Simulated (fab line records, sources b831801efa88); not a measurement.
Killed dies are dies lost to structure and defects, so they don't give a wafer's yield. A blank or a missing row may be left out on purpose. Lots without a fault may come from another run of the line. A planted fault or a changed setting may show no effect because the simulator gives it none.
fab line records | flow gf180mcu
record lots=5 wafers=15 last_day=34
route steps=602 shown M4@464 V4@476
lots that met no fault: from a run of the same line without faults
start_h: hours from the record's first day to the start of the lot's first wafer shown | wait_h: hours since the lot's step before | " the same as in the row above | L1.1+2: a row that stands for several wafers | - no value, or no start given | * or withheld: withheld | < > ~ a bound
route shown NAME@n: a module of which the file shows steps, and the number in the route of the first | usual: mean/standard deviation of fault-free wafers | same: alike in all rows | chamber/n: place in a boat | sites: the reading at each site | _std_site: their standard deviation | _edge_site: outer sites' mean less inner sites' | radius_mm: how far each site lies from the wafer's centre | mask NAME#n: copy n | behind: the tool/chamber that last shaped the wafer | hold: why the lot was held/for how many hours/how that ended | device: the transistor (n, p or np) that didn't switch | end of line: the same wafers' tests at the end of the route | a step without rows: its recipe alone | killed: dies lost to structure and defects at the first sort, not the wafer's yield | map: a wafer's dies, x killed, . not, _ none there
set.NAME: the setting as run; set.NAME@STEP: as run at that earlier step | model.NAME: the simulator's own value behind a step, which no gauge read
lots at some steps of the route; a table a step, a row a wafer
services: from which hour (start_h, from the record's first day; less than 0 if before it) a tool's chamber was out of use, for how many hours, and why
## steps
# step GF_M4_HMDS_08
# recipe prime_time_s=60 prime_temp_c=120
# step GF_M4_COAT_09
# recipe resist=KrF spin_rpm=withheld resist_thk_nm=1000
# step GF_M4_SOFTBAKE_10
# recipe temp_c=130 time_s=60 resist=KrF
# step GF_M4_EXPOSE_11
# recipe mask_id=Metal4 target_cd_nm=280 na=0.68 source_shape=conventional sigma_outer=0.6 dose_mj=28
# step GF_M4_PEB_12
# recipe peb_temp_c=135 peb_time_s=90 resist=KrF
# step GF_M4_DEVELOP_13
# recipe develop_time_s=60 dev_temp_c=21
# step GF_M4_CD_MEAS_14
# recipe target_cd_nm=280
# usual cd_nm=280.0/0.96
# columns lot.wafer tool chamber start_h wait_h cd_nm
L172.2 cd_sem-02 - 555.60 0.1 280.8
L172.3 " - " " 280.3
L172.6 " - " " 280.6
L175.1 cd_sem-01 - 585.13 0.1 278.7
L175.3 " - " " 278.8
L175.4 " - " " 279.8
L180.1 cd_sem-02 - 627.93 0.1 278.8
L180.5 " - " " 278.4
L180.6 " - " " 279.0
L189.3 cd_sem-01 - 689.95 0.1 281.0
L189.5 " - " " 280.9
L189.6 " - " " 281.6
L192.1 cd_sem-01 - 705.53 0.1 279.2
L192.2 " - " " 280.3
L192.5 " - " " 279.9
# step GF_M4_OVL_MEAS_15
# usual M4_OVL=-1/5.2
# columns lot.wafer tool chamber start_h wait_h M4_OVL[nm]
L172.2 overlay-02 - 555.71 0.1 -7
L172.3 " - " " 2
L172.6 " - " " -1
L175.1 overlay-02 - 585.25 0.1 -5
L175.3 " - " " -4
L175.4 " - " " -11
L180.1 overlay-02 - 628.05 0.1 3
L180.5 " - " " 5
L180.6 " - " " -1
L189.3 overlay-01 - 690.05 0.1 -6
L189.5 " - " " -2
L189.6 " - " " -5
L192.1 overlay-01 - 705.65 0.1 -4
L192.2 " - " " -5
L192.5 " - " " -1
# step GF_M4_METAL_ETCH_16
# recipe chemistry=Cl2/BCl3 mask_material=KrF target_depth_nm=627.5 stop_on=SiO2 pressure_mtorr=8 icp_w=800 bias_w=140 Cl2_flow_sccm=80 bcl3_flow_sccm=40 time_s=104.6
# usual bias_w=140.0/0.46 drypump_motor_current_A=5.9/0.33 he_backside_leak_sccm=3.4/0.47 oes_product_au=0.970/0.0076 throttle_valve_pct=28.250/0.012
# columns lot.wafer tool chamber start_h wait_h bias_w drypump_motor_current_A he_backside_leak_sccm oes_product_au rf_hours_counter_h throttle_valve_pct
L172.2 rie_metal-01 0 555.74 0.0 139.3 5.9 3.5 0.955 0 28.272
L172.3 " 1 " " 140.1 6.1 3.4 0.974 - 28.258
L172.6 " 0 " " 139.6 5.9 3.4 0.963 - 28.257
L175.1 rie_metal-01 1 585.29 0.0 140.3 6.1 3.2 0.970 2 28.252
L175.3 " 0 " " 139.6 6.0 3.6 0.971 - 28.253
L175.4 " 1 " " 139.4 6.1 3.3 0.973 - 28.251
L180.1 rie_metal-01 1 628.09 0.0 139.7 6.1 3.5 0.973 3 28.260
L180.5 " 0 " " 140.7 6.0 3.4 0.976 - 28.237
L180.6 " 1 " " 140.0 6.1 3.5 0.985 - 28.223
L189.3 rie_metal-01 1 690.11 0.1 139.5 6.1 3.3 0.969 - 28.255
L189.5 " 0 " " 139.4 6.0 3.4 0.966 - 28.257
L189.6 " 1 " " 139.6 6.1 3.3 0.970 - 28.255
L192.1 rie_metal-04 1 705.69 0.0 140.5 6.2 3.3 0.972 4 28.256
L192.2 " 0 " " 139.5 5.9 3.2 0.979 1 28.250
L192.5 " 1 " " 138.9 6.2 3.3 0.969 - 28.248
# step GF_M4_STRIP_17
# recipe chemistry=O2/N2 power_w=1400 pressure_mtorr=1500 platen_temp_c=250 o2_flow_sccm=3000 n2_flow_sccm=300 overash_fraction=0.5
# usual drypump_motor_current_A=5.9/0.56 heater_power_w=324/44 oes_product_au=0.558/0.0054 strip_time_to_endpoint_s=7.88/0.06
# columns lot.wafer tool chamber start_h wait_h drypump_motor_current_A heater_power_w oes_product_au rf_hours_counter_h strip_time_to_endpoint_s
L172.2 plasma_asher-04 1 555.85 0.1 6.2 333 0.562 90 7.99
L172.3 " 1 " " 6.2 328 0.559 - 7.83
L172.6 " 1 " " 6.2 335 0.562 - 7.97
L175.1 plasma_asher-03 0 585.40 0.1 6.1 251 0.554 81 7.86
L175.3 " 0 " " 6.1 252 0.564 - 7.97
L175.4 " 1 " " 6.7 410 0.556 - 7.85
L180.1 plasma_asher-04 0 628.20 0.1 5.1 318 0.563 97 7.88
L180.5 " 0 " " 5.0 318 0.564 - 7.99
L180.6 " 1 " " 6.2 342 0.563 - 7.92
L189.3 plasma_asher-04 1 690.22 0.1 6.3 342 0.566 - 7.85
L189.5 " 1 " " 6.3 326 0.558 - 7.96
L189.6 " 0 " " 5.1 316 0.558 - 7.83
L192.1 plasma_asher-04 1 705.80 0.1 6.3 331 0.558 103 7.80
L192.2 " 0 " " 5.0 317 0.546 103 7.80
L192.5 " 1 " " 6.3 339 0.555 - 7.84
# step GF_M4_STRIP_18
# recipe chemistry=post_etch_residue_remover time_s=1200 temp_c=72.5
# step GF_M4_CLEAN_19
# recipe chemistry=DIW dry=n2_spin
# step GF_V4_CVD_00
# recipe material=SiO2 target_thk_nm=600 sigma_open_frac=0.3 temp_c=400 time_s=100 sih4_flow_sccm=60 pressure_mtorr=6
# usual pressure_mtorr=6.001/0.012 sih4_flow_sccm=60.02/0.18
# columns lot.wafer tool chamber start_h wait_h pressure_mtorr sih4_flow_sccm model.SiO2_of_V4_CVD_00.thk_nm
L172.2 hdpcvd-01 2 556.42 0.0 6.021 60.12 596
L172.3 " 0 " " 5.990 60.01 598.4
L172.6 " 0 " " 5.995 59.94 605.8
L175.1 hdpcvd-01 1 585.93 0.0 6.001 60.03 591
L175.3 " 0 " " 6.010 59.76 594.6
L175.4 " 1 " " 5.986 59.95 590.4
L180.1 hdpcvd-01 1 628.73 0.0 6.017 51.04 506.8
L180.5 " 1 " " 6.006 50.89 507.4
L180.6 " 0 " " 5.977 60.15 604.7
L189.3 hdpcvd-02 1 690.72 0.0 5.987 59.80 591.4
L189.5 " 0 " " 6.013 60.43 596.1
L189.6 " 2 " " 5.998 60.01 589.5
L192.1 hdpcvd-02 0 706.35 0.0 6.005 59.47 593.5
L192.2 " 1 " " 6.008 60.29 592.2
L192.5 " 0 " " 6.004 60.04 607.6
# step GF_V4_THK_MEAS_01
# recipe reads=SiO2_of_V4_CVD_00
# usual V4_CVD_00_THK=597/6.9
# columns lot.wafer tool chamber start_h wait_h V4_CVD_00_THK[nm]
L172.2 film_metro-02 - 556.50 0.0 597
L172.3 " - " " 598
L172.6 " - " " 606
L175.1 film_metro-03 - 586.04 0.1 591
L175.3 " - " " 594
L175.4 " - " " 591
L180.1 film_metro-02 - 628.81 0.0 507
L180.5 " - " " 507
L180.6 " - " " 605
L189.3 film_metro-01 - 690.81 0.1 591
L189.5 " - " " 597
L189.6 " - " " 590
L192.1 film_metro-02 - 706.42 0.0 593
L192.2 " - " " 592
L192.5 " - " " 608
# step GF_V4_CVD_02
# recipe material=SiO2 target_thk_nm=850 precursor=TEOS temp_c=400 time_s=94.851 rf_w=600
# usual heater_power_w=555/100
# columns lot.wafer tool chamber start_h wait_h heater_power_w
L172.2 pecvd-01 0 556.55 0.0 733
L172.3 " 1 " " 520
L172.6 " 0 " " 820
L175.1 pecvd-02 0 586.10 0.1 569
L175.3 " 2 " " 564
L175.4 " 2 " " 592
L180.1 pecvd-03 2 628.87 0.1 651
L180.5 " 2 " " 673
L180.6 " 0 " " 534
L189.3 pecvd-03 0 690.85 0.0 508
L189.5 " 1 " " 613
L189.6 " 0 " " 539
L192.1 pecvd-03 0 706.48 0.1 481
L192.2 " 2 " " 645
L192.5 " 0 " " 517
## services
# columns tool chamber start_h hours kind
pecvd-03 - 536.41 14.6 pm
hdpcvd-02 - 539.25 15.0 pm
pecvd-01 2 553.50 16.8 repair
hdpcvd-02 - 554.25 14.6 pm
rie_metal-04 - 556.30 1.3 repair
rie_metal-04 - 559.64 14.6 pm
pecvd-02 0 567.81 12.8 repair
rie_metal-01 - 573.46 0.6 repair
hdpcvd-02 1 580.46 16.3 repair
hdpcvd-01 2 584.25 4.2 repair
pecvd-03 - 584.50 0.8 repair
pecvd-01 - 584.93 6.0 pm
rie_metal-04 1 589.36 54.1 repair
pecvd-01 - 591.12 14.0 pm
hdpcvd-02 - 605.01 0.8 repair
plasma_asher-03 - 615.09 4.0 pm
rie_metal-01 - 619.03 0.3 repair
pecvd-01 0 620.38 5.8 repair
pecvd-01 2 624.26 6.2 repair
pecvd-03 - 638.18 1.4 repair
plasma_asher-04 - 650.99 3.9 repair
plasma_asher-04 - 654.85 14.6 pm
hdpcvd-02 - 657.19 0.5 repair
plasma_asher-04 - 678.85 11.2 repair
## key
first_sign step=GF_V4_CVD_00 reading=sih4_flow_sccm direction=down sigmas=49 usual=60.02 struck=50.96
effect step=GF_V4_THK_MEAS_01 reading=V4_CVD_00_THK direction=down sigmas=13 usual=597 struck=507
model_effect step=GF_V4_CVD_00 value=SiO2_of_V4_CVD_00.thk_nm without=597.1 struck=507.1
met_at GF_V4_CVD_00
struck_wafers L180.1,L180.5
onset_between 585.93 628.73
fault kind=process_parameter_drift tool=hdpcvd-01 chamber=1 onset_h=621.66 steps=GF_V4_CVD_00 channel=sih4_flow_sccm offset=-9 shape=step end_h=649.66 acts_in=these_recipes_only stated=60
